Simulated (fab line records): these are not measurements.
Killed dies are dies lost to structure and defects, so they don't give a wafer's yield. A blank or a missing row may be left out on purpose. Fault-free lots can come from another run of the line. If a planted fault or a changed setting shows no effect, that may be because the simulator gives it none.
Which tool is to blame? | flow gf180mcu | 42 wafers from 14 lots sampled at 4 of the route's 602 steps

## WHAT THE GAUGES SHOWED, per wafer
GF_V3_OVL_MEAS_15. Usual: for V3_OVL the level is 4 nm and the standard deviation is 6.1.
lot  | measured     | on         | V3_OVL (nm) | flag
L113 | day 22 11:59 | overlay-02 | 5 7 4       |
L115 | day 23 09:44 | overlay-02 | -4 -3 -9    |
L116 | day 23 13:53 | overlay-01 | 5 11 9      |
L117 | day 24 06:10 | overlay-02 | 3 7 4       |
L120 | day 25 00:41 | overlay-01 | 13 0 15     |
L119 | day 25 02:27 | overlay-01 | 4 14 8      |
L121 | day 25 09:32 | overlay-02 | 1 3 -2      |
L129 | day 27 18:10 | overlay-01 | -7 -2 -1    |
L130 | day 28 02:53 | overlay-02 | -8 -7 0     |
L131 | day 28 05:06 | overlay-02 | 8 15 4      |
L132 | day 28 09:47 | overlay-02 | 0 -3 -8     |
L133 | day 28 18:53 | overlay-02 | 9 7 16      |
L135 | day 29 05:53 | overlay-01 | 2 -1 1      |
L136 | day 29 10:57 | overlay-01 | 6 11 6      |

## TOOL THAT RAN EACH LOT (tool first, then ch and the chambers of the sampled wafers, then the start)
lot  | GF_M2_SPUTTER_03             | GF_M3_SPUTTER_00             | GF_M3_DEVELOP_13
L113 | pvd_sputter-03, day 18 07:02 | pvd_sputter-01, day 20 10:47 | litho_track-01 ch 0, day 21 11:08
L115 | pvd_sputter-03, day 19 05:53 | pvd_sputter-01, day 21 08:58 | litho_track-03 ch 0, day 22 09:00
L116 | pvd_sputter-04, day 19 10:29 | pvd_sputter-02, day 21 14:02 | litho_track-04 ch 0, day 22 13:33
L117 | pvd_sputter-04, day 20 03:14 | pvd_sputter-01, day 22 05:59 | litho_track-01 ch 0, day 23 05:04
L120 | pvd_sputter-03, day 21 02:21 | pvd_sputter-01, day 23 03:58 | litho_track-01 ch 0, day 24 01:53
L119 | pvd_sputter-04, day 21 02:59 | pvd_sputter-02, day 23 04:59 | litho_track-03 ch 0, day 24 03:18
L121 | pvd_sputter-04, day 21 10:50 | pvd_sputter-02, day 23 12:50 | litho_track-04 ch 0, day 24 10:30
L129 | pvd_sputter-04, day 24 01:11 | pvd_sputter-01, day 25 23:23 | litho_track-01 ch 0, day 26 20:22
L130 | pvd_sputter-04, day 24 11:05 | pvd_sputter-02, day 26 08:01 | litho_track-01 ch 0, day 27 04:34
L131 | pvd_sputter-03, day 24 14:23 | pvd_sputter-03, day 26 11:08 | litho_track-03 ch 0, day 27 07:48
L132 | pvd_sputter-01, day 24 19:54 | pvd_sputter-01, day 26 16:05 | litho_track-03 ch 0, day 27 12:57
L133 | pvd_sputter-03, day 25 05:39 | pvd_sputter-01, day 27 01:14 | litho_track-03 ch 0, day 27 21:36
L135 | pvd_sputter-04, day 25 18:26 | pvd_sputter-03, day 27 13:44 | litho_track-04 ch 0, day 28 09:09
L136 | pvd_sputter-03, day 25 22:17 | pvd_sputter-02, day 27 18:17 | litho_track-04 ch 0, day 28 13:51
- GF_M2_SPUTTER_03: material Ti, target thk 10 nm, time 6.7 s.
- GF_M3_SPUTTER_00: material Ti, target thk 37.5 nm, time 150 s.
- GF_M3_DEVELOP_13: develop time 60 s.

## AS READ BY THE TOOLS THEMSELVES (means over the sampled wafers that have a number; for cases with no such wafer, the mark the record gives instead)
GF_M2_SPUTTER_03. Usual: 29.9 % for throttle_valve_pct, sd 1.1.
lot  | tool           | throttle_valve_pct (%) | flag
L113 | pvd_sputter-03 | 29.1                   |
L115 | pvd_sputter-03 | 29.0                   |
L116 | pvd_sputter-04 | 30.3                   |
L117 | pvd_sputter-04 | 29.9                   |
L120 | pvd_sputter-03 | 28.9                   |
L119 | pvd_sputter-04 | 30.8                   |
L121 | pvd_sputter-04 | 30.0                   |
L129 | pvd_sputter-04 | 30.6                   |
L130 | pvd_sputter-04 | 31.5                   |
L131 | pvd_sputter-03 | 29.8                   |
L132 | pvd_sputter-01 | 29.6                   |
L133 | pvd_sputter-03 | 29.8                   |
L135 | pvd_sputter-04 | 30.1                   |
L136 | pvd_sputter-03 | 30.3                   |

GF_M3_SPUTTER_00. Usual: 29.9 % for throttle_valve_pct, sd 0.89.
lot  | tool           | throttle_valve_pct (%) | flag
L113 | pvd_sputter-01 | 29.5                   |
L115 | pvd_sputter-01 | 29.5                   |
L116 | pvd_sputter-02 | 29.4                   |
L117 | pvd_sputter-01 | 29.8                   |
L120 | pvd_sputter-01 | 29.8                   |
L119 | pvd_sputter-02 | 29.7                   |
L121 | pvd_sputter-02 | 29.5                   |
L129 | pvd_sputter-01 | 30.6                   |
L130 | pvd_sputter-02 | 29.4                   |
L131 | pvd_sputter-03 | 28.8                   |
L132 | pvd_sputter-01 | 30.5                   |
L133 | pvd_sputter-01 | 30.6                   |
L135 | pvd_sputter-03 | 29.1                   |
L136 | pvd_sputter-02 | 29.8                   |

GF_M3_DEVELOP_13. Usual: 20.99 C for developer_temp_C, sd 0.095.
lot  | tool           | developer_temp_C (C) | flag
L113 | litho_track-01 | 20.97                |
L115 | litho_track-03 | 21.00                |
L116 | litho_track-04 | 21.13                |
L117 | litho_track-01 | 21.07                |
L120 | litho_track-01 | 20.99                |
L119 | litho_track-03 | 20.95                |
L121 | litho_track-04 | 21.02                |
L129 | litho_track-01 | 19.98                | OFF
L130 | litho_track-01 | 20.10                | OFF
L131 | litho_track-03 | 20.92                |
L132 | litho_track-03 | 21.02                |
L133 | litho_track-03 | 21.01                |
L135 | litho_track-04 | 20.92                |
L136 | litho_track-04 | 20.96                |

## THE ANSWER, worked out from the rows above alone
Rule: a lot counts as off when the mean over its wafers that have a number is more than 3 standard deviations away from the usual mean. Also off: a lot with no number at a reading for which 4 or more lots have one. The other lots that the step has rows for count as sound. Order of review: gauges by route order, followed by the tools' own readings, for which a lot's mean as printed above is used. The first step at which some lot is off is used, and at that step the reading that is off furthest; a lot without a number counts as furthest.
Off: L129, L130 (GF_M3_DEVELOP_13, developer_temp_C).
If a tool, at that step or one of the process steps before it, ran each lot that is off and ran no sound lot following the first of them, it fits. One candidate fits, namely litho_track-01 at GF_M3_DEVELOP_13. Its last sound lot is L120 (day 24 01:53), its first lot that is off L129 (day 26 20:22): a fault that began between those two fits.
The tool's own readings at GF_M3_DEVELOP_13 bear it out: on the lots that are off they differ by more than 5 times the standard deviation of the sound lots' means. developer_temp_C reads 20.04 C there against 21.00 C on the sound lots.

## WHAT HAD BEEN PUT IN BY THE SIMULATOR
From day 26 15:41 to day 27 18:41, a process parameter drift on litho_track-01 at GF_M3_DEVELOP_13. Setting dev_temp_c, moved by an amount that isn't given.
Struck lots among those shown: L129, L130. The rule given above showed the same thing.
